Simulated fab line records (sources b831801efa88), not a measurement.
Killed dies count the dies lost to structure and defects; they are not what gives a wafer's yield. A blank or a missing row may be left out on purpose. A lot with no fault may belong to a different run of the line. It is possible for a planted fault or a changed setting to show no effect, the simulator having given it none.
Which of the tools did it? / flow gf180mcu / 15 lots, 45 wafers sampled, at 3 steps of a route of 602

## WHAT THE GAUGES READ, wafer by wafer
GF_VT_IMPLANT_OVL_MEAS_40. Usual: for VT_IMPLANT_03_OVL the level is 0.6 nm and the standard deviation is 1.3.
lot=L618; measured=day 7 13:32; on=overlay-01; VT_IMPLANT_03_OVL (nm)=0.0 1.6 1.9; flag=
lot=L620; measured=day 8 06:14; on=overlay-02; VT_IMPLANT_03_OVL (nm)=1.9 -0.2 2.4; flag=
lot=L621; measured=day 8 12:52; on=overlay-02; VT_IMPLANT_03_OVL (nm)=0.1 1.4 0.9; flag=
lot=L623; measured=day 9 07:41; on=overlay-01; VT_IMPLANT_03_OVL (nm)=1.2 -0.8 2.6; flag=
lot=L624; measured=day 9 10:31; on=overlay-01; VT_IMPLANT_03_OVL (nm)=0.8 1.6 1.4; flag=
lot=L625; measured=day 9 14:52; on=overlay-02; VT_IMPLANT_03_OVL (nm)=1.2 0.7 0.8; flag=
lot=L626; measured=day 9 23:17; on=overlay-02; VT_IMPLANT_03_OVL (nm)=0.4 0.0 0.4; flag=
lot=L627; measured=day 10 05:55; on=overlay-01; VT_IMPLANT_03_OVL (nm)=1.2 1.8 -0.6; flag=
lot=L633; measured=day 11 19:55; on=overlay-02; VT_IMPLANT_03_OVL (nm)=0.4 0.9 0.9; flag=
lot=L634; measured=day 12 04:14; on=overlay-01; VT_IMPLANT_03_OVL (nm)=-0.1 -0.3 -0.9; flag=
lot=L635; measured=day 12 09:28; on=overlay-01; VT_IMPLANT_03_OVL (nm)=-0.4 1.5 0.7; flag=
lot=L636; measured=day 12 18:11; on=overlay-02; VT_IMPLANT_03_OVL (nm)=-0.7 0.9 0.9; flag=
lot=L638; measured=day 13 06:28; on=overlay-02; VT_IMPLANT_03_OVL (nm)=1.0 -0.6 1.0; flag=
lot=L639; measured=day 13 14:11; on=overlay-02; VT_IMPLANT_03_OVL (nm)=3.0 3.6 2.9; flag=
lot=L640; measured=day 13 20:59; on=overlay-01; VT_IMPLANT_03_OVL (nm)=3.3 2.3 3.0; flag=

GF_POLY_GATE_OVL_MEAS_11. Usual: for POLY_GATE_OVL the level is -1 nm and the standard deviation is 6.2.
lot=L618; measured=day 9 04:59; on=overlay-02; POLY_GATE_OVL (nm)=4 -12 5; flag=
lot=L620; measured=day 10 00:19; on=overlay-01; POLY_GATE_OVL (nm)=2 9 -6; flag=
lot=L621; measured=day 10 07:09; on=overlay-01; POLY_GATE_OVL (nm)=-14 4 -7; flag=
lot=L623; measured=day 11 03:12; on=overlay-02; POLY_GATE_OVL (nm)=-2 -3 0; flag=
lot=L624; measured=day 11 07:45; on=overlay-02; POLY_GATE_OVL (nm)=-1 -7 8; flag=
lot=L625; measured=day 11 10:48; on=overlay-02; POLY_GATE_OVL (nm)=3 -2 10; flag=
lot=L626; measured=day 11 19:43; on=overlay-02; POLY_GATE_OVL (nm)=2 0 -1; flag=
lot=L627; measured=day 12 00:26; on=overlay-01; POLY_GATE_OVL (nm)=-3 3 4; flag=
lot=L633; measured=day 13 17:56; on=overlay-02; POLY_GATE_OVL (nm)=-9 -7 2; flag=
lot=L634; measured=day 14 03:40; on=overlay-01; POLY_GATE_OVL (nm)=- - -; flag=OFF
lot=L635; measured=day 14 09:11; on=overlay-02; POLY_GATE_OVL (nm)=- - -; flag=OFF
lot=L636; measured=day 14 16:43; on=overlay-01; POLY_GATE_OVL (nm)=- - -; flag=OFF
lot=L638; measured=day 15 06:32; on=overlay-02; POLY_GATE_OVL (nm)=9 4 9; flag=
lot=L639; measured=day 15 17:01; on=overlay-01; POLY_GATE_OVL (nm)=3 2 -5; flag=
lot=L640; measured=day 15 22:03; on=overlay-01; POLY_GATE_OVL (nm)=0 -6 -2; flag=

## TOOL THAT RAN EACH LOT (tool first, then ch and the chambers of the sampled wafers, then the start)
lot=L618; GF_POLY_GATE_PEB_08=litho-track-02 ch 0, day 9 04:29
lot=L620; GF_POLY_GATE_PEB_08=litho-track-01 ch 0, day 9 23:52
lot=L621; GF_POLY_GATE_PEB_08=litho-track-04 ch 0, day 10 06:43
lot=L623; GF_POLY_GATE_PEB_08=litho-track-02 ch 0, day 11 02:45
lot=L624; GF_POLY_GATE_PEB_08=litho-track-04 ch 0, day 11 07:19
lot=L625; GF_POLY_GATE_PEB_08=litho-track-02 ch 0, day 11 10:21
lot=L626; GF_POLY_GATE_PEB_08=litho-track-01 ch 0, day 11 19:16
lot=L627; GF_POLY_GATE_PEB_08=litho-track-04 ch 0, day 11 23:58
lot=L633; GF_POLY_GATE_PEB_08=litho-track-02 ch 0, day 13 17:28
lot=L634; GF_POLY_GATE_PEB_08=litho-track-01, day 14 03:13
lot=L635; GF_POLY_GATE_PEB_08=litho-track-04, day 14 08:43
lot=L636; GF_POLY_GATE_PEB_08=litho-track-01, day 14 16:16
lot=L638; GF_POLY_GATE_PEB_08=litho-track-02 ch 0, day 15 06:04
lot=L639; GF_POLY_GATE_PEB_08=litho-track-04 ch 0, day 15 16:34
lot=L640; GF_POLY_GATE_PEB_08=litho-track-04 ch 0, day 15 21:37
- GF_POLY_GATE_PEB_08: peb time 90 s.

## AS READ BY THE TOOLS THEMSELVES (means over the sampled wafers that have a number; for cases with no such wafer, the mark the record gives instead)
GF_POLY_GATE_PEB_08. Usual: chill-plate-temp-C 22.99 C, standard deviation 0.1; exhaust-pa 44.9 Pa, standard deviation 0.72; plate-temp-C 135.00 C, standard deviation 0.12.
lot=L618; tool=litho-track-02; chill-plate-temp-C (C)=23.08; exhaust-pa (Pa)=44.8; plate-temp-C (C)=135.05; flag=
lot=L620; tool=litho-track-01; chill-plate-temp-C (C)=22.90; exhaust-pa (Pa)=44.8; plate-temp-C (C)=135.10; flag=
lot=L621; tool=litho-track-04; chill-plate-temp-C (C)=22.93; exhaust-pa (Pa)=45.5; plate-temp-C (C)=135.03; flag=
lot=L623; tool=litho-track-02; chill-plate-temp-C (C)=23.04; exhaust-pa (Pa)=45.1; plate-temp-C (C)=134.85; flag=
lot=L624; tool=litho-track-04; chill-plate-temp-C (C)=22.99; exhaust-pa (Pa)=45.3; plate-temp-C (C)=135.04; flag=
lot=L625; tool=litho-track-02; chill-plate-temp-C (C)=23.02; exhaust-pa (Pa)=45.9; plate-temp-C (C)=134.89; flag=
lot=L626; tool=litho-track-01; chill-plate-temp-C (C)=22.81; exhaust-pa (Pa)=45.1; plate-temp-C (C)=134.95; flag=
lot=L627; tool=litho-track-04; chill-plate-temp-C (C)=23.16; exhaust-pa (Pa)=44.3; plate-temp-C (C)=134.98; flag=
lot=L633; tool=litho-track-02; chill-plate-temp-C (C)=23.09; exhaust-pa (Pa)=44.8; plate-temp-C (C)=134.93; flag=
lot=L634; tool=litho-track-01; chill-plate-temp-C (C)=-; exhaust-pa (Pa)=-; plate-temp-C (C)=-; flag=OFF
lot=L635; tool=litho-track-04; chill-plate-temp-C (C)=-; exhaust-pa (Pa)=-; plate-temp-C (C)=-; flag=OFF
lot=L636; tool=litho-track-01; chill-plate-temp-C (C)=-; exhaust-pa (Pa)=-; plate-temp-C (C)=-; flag=OFF
lot=L638; tool=litho-track-02; chill-plate-temp-C (C)=22.97; exhaust-pa (Pa)=44.8; plate-temp-C (C)=135.01; flag=
lot=L639; tool=litho-track-04; chill-plate-temp-C (C)=23.03; exhaust-pa (Pa)=44.6; plate-temp-C (C)=135.18; flag=
lot=L640; tool=litho-track-04; chill-plate-temp-C (C)=23.03; exhaust-pa (Pa)=45.3; plate-temp-C (C)=135.05; flag=

## THE ANSWER, worked out from the rows above alone
Rule: lot off if the mean of its wafers having a number is beyond 3 standard deviations from the usual mean. A lot without any number at a reading at which 4 lots or more have one is off too. The other lots that the step has rows for count as sound. The gauges are gone through in route order, then the tools' own readings, and for those a lot's mean is taken as printed above. At the first step where some lot is off, the reading lying furthest off is the one used; lots without a number count as furthest.
Off: L634, L635, L636, at GF_POLY_GATE_OVL_MEAS_11 (POLY_GATE_OVL). Without a number there: L634, L635, L636.
If a tool, at a process step before that reading, ran all the lots that are off and no sound lot after the first of them, it fits. The gauges at GF_POLY_GATE_OVL_MEAS_11 aren't tried: what is off there is off at GF_POLY_GATE_PEB_08 too, on other tools, and a gauge's error can't cause that. None of those tried fits.

## WHAT HAD BEEN PUT IN BY THE SIMULATOR
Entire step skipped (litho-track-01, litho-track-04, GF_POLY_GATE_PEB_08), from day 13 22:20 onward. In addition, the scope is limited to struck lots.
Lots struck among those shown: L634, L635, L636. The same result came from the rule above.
